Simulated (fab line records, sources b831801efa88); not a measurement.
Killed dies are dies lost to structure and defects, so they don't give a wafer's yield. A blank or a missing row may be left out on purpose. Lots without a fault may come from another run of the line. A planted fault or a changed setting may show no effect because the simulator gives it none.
Which tool did it? | flow sky130 | 6 lots, 18 wafers sampled, at 1 step of a route of 708

WHAT THE GAUGES READ, wafer by wafer
SKY_VIA3_BOW_MEAS_03.
lot  | measured     | on            | VIA3_BOW (um)
L233 | day 38 17:18 | film_metro-02 | 76 76 79
L235 | day 39 12:27 | film_metro-03 | 75 73 66
L237 | day 39 23:17 | film_metro-04 | 86 76 74
L242 | day 41 13:56 | film_metro-03 | 75 86 71
L244 | day 42 09:21 | film_metro-04 | 88 81 86
L253 | day 44 18:52 | film_metro-02 | 78 85 84

WHICH TOOL RAN EACH LOT (tool, then ch and the chambers of the sampled wafers, then the start)
The record holds no process step before these readings.

THE ANSWER, worked out from the rows above alone
Rule: what is usual is taken from the lots themselves. Put in order of their means at a reading, lots are off if they are a third of the lots or fewer, leave a main group of 4 or more, and stand apart from it by a gap of 3 or more times the standard deviation of the main group's means; of several such gaps the widest counts. A main group whose means are all the same, to the digits that the tables above print for the reading, isn't used. A lot without any number at a reading at which 4 lots or more have one is off too. The other lots that the step has rows for count as sound.
No lot is off at any reading shown: from this, nothing can be told.

WHAT THE SIMULATOR HAD PUT IN
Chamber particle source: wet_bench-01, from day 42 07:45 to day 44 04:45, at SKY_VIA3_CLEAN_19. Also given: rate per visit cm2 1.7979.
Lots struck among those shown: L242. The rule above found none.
